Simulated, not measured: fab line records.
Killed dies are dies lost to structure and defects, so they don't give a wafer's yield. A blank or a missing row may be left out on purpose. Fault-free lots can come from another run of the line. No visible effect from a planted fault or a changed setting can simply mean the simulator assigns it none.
Which tool was responsible?    flow gf180mcu    14 lots, 42 wafers sampled, at 3 steps of a route of 602

== WHAT THE GAUGES SHOWED, per wafer ==
GF_V3_THK_MEAS_01.
lot   measured      on             V3_CVD_00_THK (nm)
L627  day 21 13:20  film metro-02  602 594 608
L628  day 21 14:26  film metro-04  596 606 595
L629  day 22 08:52  film metro-04  593 592 599
L637  day 25 04:37  film metro-02  605 594 598
L638  day 25 10:56  film metro-03  597 600 599
L639  day 25 16:49  film metro-04  593 602 599
L641  day 26 05:14  film metro-04  608 600 610
L643  day 26 22:55  film metro-02  601 606 606
L644  day 27 04:31  film metro-03  598 599 599
L645  day 27 13:41  film metro-04  601 594 600
L646  day 27 16:58  film metro-04  604 599 599
L647  day 28 06:17  film metro-03  602 592 599
L648  day 28 08:06  film metro-03  596 595 595
L650  day 29 01:29  film metro-02  598 597 600

GF_M4_OVL_MEAS_15.
lot   measured      on          M4_OVL (nm)
L627  day 23 13:27  overlay-01  -1 0 1
L628  day 23 15:15  overlay-01  3 -1 -1
L629  day 24 08:42  overlay-02  0 5 4
L637  day 27 00:32  overlay-01  3 0 -1
L638  day 27 06:47  overlay-02  0 5 -3
L639  day 27 12:23  overlay-02  7 9 14
L641  day 28 00:32  overlay-01  5 4 -4
L643  day 28 16:28  overlay-01  1 3 1
L644  day 28 22:50  overlay-02  2 2 1
L645  day 29 07:56  overlay-01  1 -10 -3
L646  day 29 10:59  overlay-02  7 -1 0
L647  day 29 22:50  overlay-01  -3 0 1
L648  day 30 00:40  overlay-01  -10 -7 5
L650  day 30 16:53  overlay-01  7 9 4

== TOOL THAT RAN EACH LOT (tool first, then ch and the chambers of the sampled wafers, then the start) ==
lot   GF_V3_ETCH_17
L627  rie diel-03 ch 0,1,2, day 23 13:27 or earlier
L628  rie diel-04 ch 0,3, day 23 15:15 or earlier
L629  rie diel-03 ch 1,3, day 24 08:42 or earlier
L637  rie diel-01 ch 0,2,3, day 27 00:32 or earlier
L638  rie diel-03 ch 0,2, day 27 06:47 or earlier
L639  rie diel-03 ch 0,1,3, day 27 12:23 or earlier
L641  rie diel-01 ch 0,1,3, day 28 00:32 or earlier
L643  rie diel-04 ch 0,2, day 28 16:28 or earlier
L644  rie diel-04 ch 1,2,3, day 28 22:50 or earlier
L645  rie diel-01 ch 2,3, day 29 07:56 or earlier
L646  rie diel-04 ch 0,1,2, day 29 10:59 or earlier
L647  rie diel-04 ch 2,3, day 29 22:50 or earlier
L648  rie diel-03 ch 1,3, day 30 00:40 or earlier
L650  rie diel-01 ch 0,1,3, day 30 16:53 or earlier
- GF_V3_ETCH_17: etches SiO2 in C4F8/O2/Ar, stops on TiN, target depth 635 nm.

== AS READ BY THE TOOLS THEMSELVES (means over the sampled wafers that have a number; for cases with no such wafer, the mark the record gives instead) ==
GF_V3_ETCH_17.
lot   tool         oes product au (a.u.)  rf fwd power W (W)
L627  rie diel-03  0.858                  1492
L628  rie diel-04  0.854                  1494
L629  rie diel-03  0.855                  1500
L637  rie diel-01  0.859                  1492
L638  rie diel-03  0.852                  1490
L639  rie diel-03  0.858                  1496
L641  rie diel-01  0.855                  1494
L643  rie diel-04  0.854                  1497
L644  rie diel-04  0.858                  1491
L645  rie diel-01  0.860                  1498
L646  rie diel-04  0.853                  1496
L647  rie diel-04  0.856                  1496
L648  rie diel-03  0.861                  1496
L650  rie diel-01  0.859                  1489

== THE ANSWER, worked out from the rows above alone ==
Rule: the lots themselves supply what counts as usual. The widest of any qualifying gaps counts: lots, ordered by their means at a reading, are off when they make up no more than a third of the lots, leave a main group of 4 or more, and stand apart from it by 3 or more times the standard deviation of that group's means. A main group whose means are all the same, to the digits that the tables above print for the reading, isn't used. Also off: a lot with no number at a reading for which 4 or more lots have one. Any other lot the step has rows for is counted as sound. The gauges are gone through in route order, then the tools' own readings, and for those a lot's mean is taken as printed above. The first step at which some lot is off is used, and at that step the reading that is off furthest; a lot without a number counts as furthest.
Nothing can be told from this: no lot is off at any reading shown.

== WHAT THE SIMULATOR HAD INSERTED ==
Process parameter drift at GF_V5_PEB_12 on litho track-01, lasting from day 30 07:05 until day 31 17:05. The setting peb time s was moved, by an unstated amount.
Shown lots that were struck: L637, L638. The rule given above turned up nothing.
